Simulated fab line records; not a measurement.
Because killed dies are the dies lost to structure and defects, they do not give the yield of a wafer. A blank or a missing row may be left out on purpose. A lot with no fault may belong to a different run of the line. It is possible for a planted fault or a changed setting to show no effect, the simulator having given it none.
A lot that was struck, set against a sound lot || flow sky130 || 14 out of 708 route steps
Sound: these wafers, L491.1, L491.3, L491.4. Wafers L499.1, L499.4, L499.6 were the ones struck. At the end, the cause is stated.
Each step with rows lists, per side, the tool, then ch with its chambers, then its first start. Under that, the readings that differ: sound wafers || struck wafers || difference of the means || sigmas: that difference in standard deviations of wafers without a fault.
alike: readings with means less than 2 such deviations apart, plus words and numbers identical on both sides. not compared: withheld readings, readings lacking a value on some wafer, bounds such as >300 that could conceal the same value, and numbers that have no deviation in the record and whose values overlap.
The two part at a step that has a row with sigmas, a row that says differs or no value, or rows on one side only. Numbers that have no deviation but don't overlap get no sigmas and don't part them. A reading that every wafer of one side lacks parts them only if that side has two wafers or more.

SKY_CONTACT_OVL_MEAS_15:
  sound on overlay-01 at day 32 06:37; struck on overlay-01 at day 34 18:10
  alike: CONTACT_OVL
SKY_CONTACT_ETCH_16: etches BARC in N2/H2, stops on SiO2, time 45.9 s, target depth 60 nm.
  sound on rieDiel-02 ch 0,2,3, day 32 06:39; struck on rieDiel-03 ch 0,2, day 34 18:13
  alike: drypumpMotorCurrentA, oesProductAu, throttleValvePct
  not compared: rfHoursCounterH
SKY_CONTACT_ETCH_17: etches SiO2 in C4F8/O2/Ar, stops on Si3N4, target depth 340 nm.
  sound on rieDiel-02 ch 0,2,3, day 32 06:41; struck on rieDiel-03 ch 0,2, day 34 18:15
  alike: oesProductAu
SKY_CONTACT_ETCH_18: etches Si3N4 in CHF3/O2, stops on TiN, time 39 s, target depth 75 nm.
  sound on rieDiel-02 ch 0,2,3; struck on rieDiel-03 ch 0,2
  alike: drypumpMotorCurrentA, oesProductAu, throttleValvePct
  not compared: rfHoursCounterH
SKY_CONTACT_STRIP_19: strips in O2/N2.
  sound on plasmaAsher-03 ch 0,1, day 32 06:47; struck on plasmaAsher-03 ch 0,1, day 34 18:20
  alike: drypumpMotorCurrentA, oesProductAu, stripTimeToEndpointS
  not compared: rfHoursCounterH
then, 4 steps without rows for these wafers: SKY_CONTACT_STRIP_20 (strips in post etch residue remover, time 1200 s); SKY_CONTACT_CLEAN_21 (cleans in IPA, time 180 s); SKY_CONTACT_CLEAN_22 (cleans in O3/DIW); SKY_CONTACT_SPUTTER_23 (material TiN, target thk 20 nm, time 80 s).
SKY_CONTACT_CVD_24: deposits W, target thk 340 nm, time 102.12 s.
  sound on cvdW-01 ch 0,1, day 32 07:46; struck on cvdW-02 ch 0,1, day 34 19:00
{"reading": "heaterPowerW (W)", "sound": "768 809 766", "struck": "909 906 848", "difference": "+107", "sigmas": "+2"}
  not compared: sinceWetCleanH
SKY_CONTACT_RS_MEAS_25: a four-point-probe measurement.
  sound on filmMetro-01 at day 32 07:53; struck on filmMetro-02 at day 34 19:07
  alike: CONTACT_W_RS
SKY_CONTACT_THK_MEAS_26: measures by xrf.
  sound on filmMetro-01 at day 32 08:00; struck on filmMetro-02 at day 34 19:14
  alike: CONTACT_W_THK
SKY_CONTACT_CMP_27: polishes, stops on SiO2, t overpolish 15 s, target thk 0 nm.
  sound on cmp-02 ch 1,2,3, day 32 08:07; struck on cmp-02 ch 0,1,3, day 34 19:23
{"reading": "overpolishRunS (s)", "sound": "14.991 15.002 14.993", "struck": "0.036 0.032 0.041", "difference": -14.959, "sigmas": "-99 or more"}
{"reading": "timeToEndpointS (s)", "sound": "82 78 84", "struck": "123 124 127", "difference": "+43", "sigmas": "+11"}
  alike: motorCurrentA
-- the record jumps here: 14 days lie between the struck wafers' starts before and after (it left off in module CONTACT and takes up again in module PAD_OPEN, whose first step shown is number 708 of the route) --
SKY_PAD_OPEN_PROBE_99:
  rows exist in the record for the struck wafers here (prober-02, day 48 08:10), but not for the sound ones

## WHERE THEY PART
At SKY_CONTACT_CVD_24 first; at SKY_PAD_OPEN_PROBE_99 last (within this record only).

WHY: the cause the simulator had injected
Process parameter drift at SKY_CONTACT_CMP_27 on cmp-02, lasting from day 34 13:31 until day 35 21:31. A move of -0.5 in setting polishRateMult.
